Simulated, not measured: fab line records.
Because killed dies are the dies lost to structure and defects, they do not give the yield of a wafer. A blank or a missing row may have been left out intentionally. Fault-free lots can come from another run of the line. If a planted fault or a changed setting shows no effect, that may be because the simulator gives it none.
8D (eight disciplines) problem report, filled in by code / flow sfq-line / the parts of the form that need people (team, actions taken, sign-off) are left out

## 1. PROBLEM STATEMENT
Wafers without a fault read 79.15 W, standard deviation 0.067; heater-power-total-W at SFQ_TRILAYER_C5_LITHO_PEB_154 reads a mean of 78.12 W on 6 wafers belonging to 2 lots. That is -15 standard deviations from the usual mean.
The step: peb time 60 s.
First observed at day 71 18:15: wafer L130.2, on litho-track-01. At this step, 18 wafers from 6 lots have a number in the record. Rule for "out" (also "out of limits"): further than 4 standard deviations from the usual mean. The other wafers with a number count as sound.

## 2. WHAT IT IS; WHAT IT IS NOT
question=which readings at this step | is=heater-power-total-W, plate-temp-C | is not=-
question=which lots | is=L130, L133 | is not=L120, L126, L131, L139
question=which wafers of those lots | is=all that have a number | is not=-
question=read on which tools | is=litho-track-01 | is not=litho-track-02, litho-track-04
question=when | is=from day 71 18:15 | is not=up to then (6 sound wafers); but 6 sound wafers of L131, L139 came after

## 3. WHAT RULES OUT EACH SUSPECT
Counting: a tool stays on the suspect list if, at a process step up to the reading, it processed all lots that are out and no sound lot following the first of them.
- rie-metal-01 at SFQ_TRILAYER_I5_STRIP_STRIP_148 (strips in O2): kept. Every lot that is out went through it, starting with L130 (day 67 16:43), and after that it ran no sound lot; the last sound lot it ran before then is L120 (day 59 03:19).
- litho-track-01 at SFQ_TRILAYER_C5_LITHO_PEB_154 (peb time 60 s): kept. Every lot that is out went through it, starting with L130 (day 71 18:15), and after that it ran no sound lot; the last sound lot it ran before then is L120 (day 63 19:22). On those wafers its own readings are out: heater-power-total-W, plate-temp-C.
What counting leaves: rie-metal-01 at SFQ_TRILAYER_I5_STRIP_STRIP_148 and litho-track-01 at SFQ_TRILAYER_C5_LITHO_PEB_154.

## 4. THE CAUSE (what the simulator had put in)
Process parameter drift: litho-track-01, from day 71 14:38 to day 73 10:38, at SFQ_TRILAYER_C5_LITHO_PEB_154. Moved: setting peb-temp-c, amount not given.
After counting, 2 suspects remain, this tool included.

## 5. THE EFFECT CHAIN, in route order
One row per reading whose mean, taken over the struck wafers that have a number, lies over 3 standard deviations from the usual. Scope: only readings with a usual standard deviation given in the record; hours: median across lots of the time from each lot's start at the first step in this table that gives one to its start at this step; sigmas: change in usual standard deviations.
hours=0; step=SFQ_TRILAYER_C5_LITHO_PEB_154; reading=heater-power-total-W; usual=79.15 W; on struck wafers=78.12; change=-1.03; sigmas=-15
hours=0; step=SFQ_TRILAYER_C5_LITHO_PEB_154; reading=plate-temp-C; usual=114.96 C; on struck wafers=113.80; change=-1.16; sigmas=-9.7
The process steps in it:
- SFQ_TRILAYER_C5_LITHO_PEB_154: peb time 60 s.
Later measuring or inspecting steps at which every struck wafer that the step has a row for has a number for every such reading, and none has moved that far: SFQ_C5_OVL_MEAS_937.

## 6. WHAT WOULD HAVE CAUGHT IT SOONER
First out-of-limits reading in this record: day 71 18:15, which is 4 hours after fault onset at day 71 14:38.
